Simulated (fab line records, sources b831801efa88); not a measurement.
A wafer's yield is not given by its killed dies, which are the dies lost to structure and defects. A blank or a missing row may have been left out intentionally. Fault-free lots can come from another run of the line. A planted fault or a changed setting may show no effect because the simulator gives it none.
Comparing a struck lot with a sound one || flow sky130 || 28 out of 708 route steps
Sound: the wafers L571.1, L571.5, L571.6. Wafers struck: L564.1, L564.2, L564.5. The cause is named last.
For every step that has rows: the tool of each side, followed by ch and its chambers, followed by its first start. Under that, the readings that differ: sound wafers || struck wafers || difference of the means || sigmas: that difference in standard deviations of wafers without a fault.
alike: words and numbers the same on both sides, and readings whose means are apart by under 2 such deviations; not compared: readings that were withheld, readings missing a value for some wafer, numbers with overlapping values and no deviation given by the record, and bounds like >300 which may hide the same value.
The two part at a step that has a row with sigmas, a row that says differs or no value, or rows on one side only. Numbers that have no deviation but don't overlap get no sigmas and don't part them. A reading missing from all wafers of one side parts the sides only when that side holds two or more wafers.

first, 5 steps without rows for these wafers: SKY_SONOS_ONO_COAT_08 (resist thk 1140 nm); SKY_SONOS_ONO_SOFTBAKE_09 (time 60 s); SKY_SONOS_ONO_EXPOSE_10 (exposes mask ONOM, target cd 410 nm); SKY_SONOS_ONO_PEB_11; SKY_SONOS_ONO_DEVELOP_12 (develop time 60 s).
SKY_SONOS_ONO_CD_MEAS_13: target cd 410 nm.
  struck on cd_sem-02, day 16 20:13; sound on cd_sem-01, day 19 19:28
  alike: cd_nm
SKY_SONOS_ONO_OVL_MEAS_14:
  struck on overlay-01, day 16 20:20; sound on overlay-02, day 19 19:35
  alike: SONOS_ONO_OVL
SKY_SONOS_ONO_ETCH_15: etches the open film in CHF3/O2, target depth 19.52 nm, time 7.8 s.
  sound on rie_diel-03 ch 0,3, day 19 19:37; struck on rie_diel-03 ch 0,2, day 16 20:22
  alike: chf3_flow_sccm, drypump_motor_current_A, oes_product_au, throttle_valve_pct
  not compared: rf_hours_counter_h
then, 1 step without rows for these wafers: SKY_SONOS_ONO_WET_ETCH_16 (etches SiO2 in dHF, target depth 14 nm, time 280 s).
SKY_SONOS_ONO_STRIP_17: strips in O2/N2.
  sound on plasma_asher-01 ch 0,1, day 19 19:44; struck on plasma_asher-03 ch 0,1, day 16 20:30
  alike: drypump_motor_current_A, oes_product_au, strip_time_to_endpoint_s
  not compared: rf_hours_counter_h
then, 2 steps without rows for these wafers: SKY_SONOS_ONO_WET_ETCH_18 (etches Si3N4 in H3PO4, target depth 15 nm, time 172 s); SKY_GATE_OXIDE_CLEAN_00 (cleans in SC1/SC2, time 150 s).
SKY_GATE_OXIDE_OXIDATION_01: stabilise 600 s, purge 300 s, target thk 10.268 nm.
  sound on furnace-02 ch 0, day 19 21:40; struck on furnace-02 ch 0, day 16 21:29
{"reading": "ox_time_s (s)", "sound": "1473 1473 1473", "struck": "1767.6 1767.6 1767.6", "difference": "+294.6", "sigmas": ""}
{"reading": "model.SiO2_of_GATE_OXIDE_OXIDATION_01.thk_nm (nm)", "sound": "10.4 10.26 10.3", "struck": "11.63 11.71 11.85", "difference": "+1.41", "sigmas": ""}
  alike: spike_tc_centre_C
SKY_GATE_OXIDE_THK_MEAS_02:
  struck on film_metro-01, day 16 23:08; sound on film_metro-03, day 19 23:05
{"reading": "GATE_OXIDE_OXIDATION_00_THK (nm)", "sound": "10.41 10.29 10.32", "struck": "11.63 11.69 11.84", "difference": "+1.38", "sigmas": "+6"}
  not compared: hold
then, 6 steps without rows for these wafers: SKY_GATE_OXIDE_HMDS_04 (prime time 60 s); SKY_GATE_OXIDE_COAT_05 (resist thk 1140 nm); SKY_GATE_OXIDE_SOFTBAKE_06 (time 60 s); SKY_GATE_OXIDE_EXPOSE_07 (exposes mask LVOM, target cd 600 nm); SKY_GATE_OXIDE_PEB_08; SKY_GATE_OXIDE_DEVELOP_09 (develop time 60 s).
SKY_GATE_OXIDE_OVL_MEAS_10:
  struck on overlay-01, day 18 04:44; sound on overlay-02, day 21 05:44
  alike: GATE_OXIDE_OVL
then, 2 steps without rows for these wafers: SKY_GATE_OXIDE_IMPLANT_11; SKY_GATE_OXIDE_WET_ETCH_12 (etches SiO2 in dHF, target depth 16.8 nm, time 336 s).
SKY_GATE_OXIDE_STRIP_13: strips in O2/N2.
  sound on plasma_asher-03 ch 0,1, day 21 06:02; struck on plasma_asher-04 ch 0,1, day 18 05:02
  alike: drypump_motor_current_A, oes_product_au, strip_time_to_endpoint_s
  not compared: rf_hours_counter_h
SKY_GATE_OXIDE_TW_MEAS_14:
  struck on film_metro-04, day 18 05:22; sound on film_metro-01, day 21 06:08
{"reading": "GATE_OXIDE_TW", "sound": "220.0 220.3 220.9", "struck": "222.5 223.6 223.4", "difference": "+2.8", "sigmas": "+3"}
  not compared: hold
SKY_GATE_OXIDE_OXIDATION_16: stabilise 600 s, purge 300 s, target thk 3.57 nm.
  sound on furnace-01 ch 0, day 21 07:10; struck on furnace-02 ch 0, day 18 11:40
{"reading": "model.SiO2_of_GATE_OXIDE_OXIDATION_01.thk_nm (nm)", "sound": "11.77 11.63 11.68", "struck": "12.9 12.99 13.11", "difference": "+1.3", "sigmas": ""}
  alike: ox_time_s, spike_tc_centre_C
then, 1 step without rows for these wafers: SKY_POLY_GATE_CVD_00 (deposits poly-Si, target thk 180 nm, time 720 s).
-- a jump in the record: the struck wafers' starts before and after are 32 days apart (it breaks off in module POLY_GATE and resumes in module PAD_OPEN, where the first step shown is number 708 of the route) --
SKY_PAD_OPEN_PROBE_99:
  struck on prober-01, day 50 08:31; sound on prober-01, day 50 13:30
{"reading": "killed_at_front_end", "sound": "8 5 9", "struck": "23 30 16", "difference": "+16", "sigmas": "+3"}
{"reading": "model.etest.nfet_16v.r_on_ohm_um", "sound": "1.468e+04 1.459e+04 1.462e+04", "struck": "1.483e+04 1.482e+04 1.498e+04", "difference": "+2.467e+02", "sigmas": ""}
{"reading": "model.etest.tip_sonos.rs_ohm_sq", "sound": "2699 2632 2681", "struck": "2918 2964 3020", "difference": "+297", "sigmas": ""}
{"reading": "model.etest.pfet_g5v0d10v5.r_on_ohm_um", "sound": "4748 4714 4712", "struck": "5026 5113 5185", "difference": "+383", "sigmas": ""}
{"reading": "model.etest.nfet_g5v0d10v5.r_on_ohm_um", "sound": "1877 1873 1866", "struck": "1976 2016 2029", "difference": "+135", "sigmas": ""}
{"reading": "model.etest.nfet_g5v0d10v5.drive_ua_um", "sound": "599.9 610.9 612.4", "struck": "551.4 544.4 542", "difference": -61.8, "sigmas": ""}
{"reading": "model.etest.nfet_05v0_nvt.drive_ua_um", "sound": "566.6 575.9 572.7", "struck": "532.8 527.8 518.1", "difference": -45.5, "sigmas": ""}
{"reading": "model.etest.pfet_g5v0d10v5.drive_ua_um", "sound": "346.5 347.4 347.5", "struck": "314 307.1 304.8", "difference": -38, "sigmas": ""}
{"reading": "model.etest.nfet_16v.drive_ua_um", "sound": "213.6 218 216.5", "struck": "197.6 196.3 194.2", "difference": -20.0, "sigmas": ""}
  alike: killed_at_M0_to_M3, killed_at_M4_up, killed_at_contacts, killed_at_other, killed_dies, killed_open, killed_short

## WHERE THEY PART
Last at SKY_PAD_OPEN_PROBE_99 as far as this record goes, first at SKY_GATE_OXIDE_THK_MEAS_02.

WHY: what had been put in by the simulator
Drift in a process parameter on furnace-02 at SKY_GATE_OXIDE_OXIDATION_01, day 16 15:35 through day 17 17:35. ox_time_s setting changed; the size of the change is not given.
